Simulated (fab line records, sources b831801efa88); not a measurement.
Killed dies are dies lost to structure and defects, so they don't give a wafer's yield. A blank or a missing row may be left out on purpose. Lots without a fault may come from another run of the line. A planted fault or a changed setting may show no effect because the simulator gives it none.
A struck lot beside a sound one | flow sky130 | 18 steps out of a route of 708
Sound: wafers L672.1, L672.2, L672.3. Struck: wafers L688.3, L688.5, L688.6. The cause comes at the end.
At each step with rows: each side's tool, then ch and its chambers, then its first start. Under that, the readings that differ: sound wafers | struck wafers | difference of the means | sigmas: that difference in standard deviations of wafers without a fault.
alike: readings whose means differ by less than 2 such deviations, and words and numbers that are the same on both sides. not compared: withheld readings, readings that some wafer has no value for, bounds like >300 that may hide the same value, and numbers for which the record gives no deviation and whose values overlap.
The two part at a step that has a row with sigmas, a row that says differs or no value, or rows on one side only. Numbers that don't overlap but have no deviation are shown without sigmas and don't part them. A reading that every wafer of one side lacks parts them only if that side has two wafers or more.

first, 4 steps without rows for these wafers: SKY_VT_ADJUST_PCH_SOFTBAKE_03; SKY_VT_ADJUST_PCH_EXPOSE_04 (exposes mask NWM, target cd 840 nm); SKY_VT_ADJUST_PCH_PEB_05; SKY_VT_ADJUST_PCH_DEVELOP_06 (develop time 60 s).
SKY_VT_ADJUST_PCH_OVL_MEAS_07:
  sound on overlay-02, day 10 16:56; struck on overlay-01, day 15 18:40
  alike: VT_ADJUST_PCH_OVL
then, 1 step without rows for these wafers: SKY_VT_ADJUST_PCH_IMPLANT_08.
SKY_VT_ADJUST_PCH_STRIP_09: strips in O2/N2.
  sound on plasma_asher-03 ch 0,1, day 10 17:07; struck on plasma_asher-03 ch 0,1, day 15 18:52
  alike: drypump_motor_current_A, oes_product_au, strip_time_to_endpoint_s
  not compared: rf_hours_counter_h
SKY_VT_ADJUST_PCH_TW_MEAS_10:
  sound on film_metro-04, day 10 17:13; struck on film_metro-03, day 15 18:58
  alike: VT_ADJUST_PCH_TW
then, 4 steps without rows for these wafers: SKY_SONOS_TUNNEL_DEHYDRATE_00 (time 60 s); SKY_SONOS_TUNNEL_HMDS_01 (prime time 60 s); SKY_SONOS_TUNNEL_COAT_02 (resist thk 1140 nm); SKY_SONOS_TUNNEL_SOFTBAKE_03 (time 60 s).
SKY_SONOS_TUNNEL_EXPOSE_04: exposes mask TUNM, target cd 410 nm.
  sound on iline_stepper-02 ch 0, day 11 05:42; struck on iline_stepper-01 ch 0, day 16 08:31
  reading              | sound                | struck               | difference | sigmas
  exposure_dose_mJ_cm2 | 136.17 135.99 135.91 | 103.15 103.24 103.14 | -32.85     | -99 or more
  alike: mask, stage_vel_mm_s
then, 2 steps without rows for these wafers: SKY_SONOS_TUNNEL_PEB_05; SKY_SONOS_TUNNEL_DEVELOP_06 (develop time 60 s).
SKY_SONOS_TUNNEL_CD_MEAS_07: target cd 410 nm.
  sound on cd_sem-01, day 11 16:26; struck on cd_sem-02, day 16 22:46
  reading    | sound             | struck            | difference | sigmas
  cd_nm (nm) | 411.6 411.3 410.8 | 328.1 327.7 328.6 | -83.1      | -40
SKY_SONOS_TUNNEL_OVL_MEAS_08:
  sound on overlay-01, day 11 16:33; struck on overlay-02, day 16 22:52
  reading               | sound          | struck      | difference | sigmas
  SONOS_TUNNEL_OVL (nm) | -1.1 -2.5 -3.5 | 1.5 0.4 0.8 | +3.3       | +2
-- the record jumps here: 33 days lie between the struck wafers' starts before and after (it left off in module SONOS_TUNNEL and takes up again in module PAD_OPEN, whose first step shown is number 708 of the route) --
SKY_PAD_OPEN_PROBE_99:
  the record has rows for the struck wafers here (prober-01, day 49 23:30) and none for the sound ones

WHERE THEY PART
First at SKY_SONOS_TUNNEL_EXPOSE_04; last, within this record, at SKY_PAD_OPEN_PROBE_99.

WHY: what the simulator had put in
Process parameter drift: iline_stepper-01, from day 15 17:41 on, at SKY_SONOS_TUNNEL_EXPOSE_04. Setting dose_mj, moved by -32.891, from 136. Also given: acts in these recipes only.
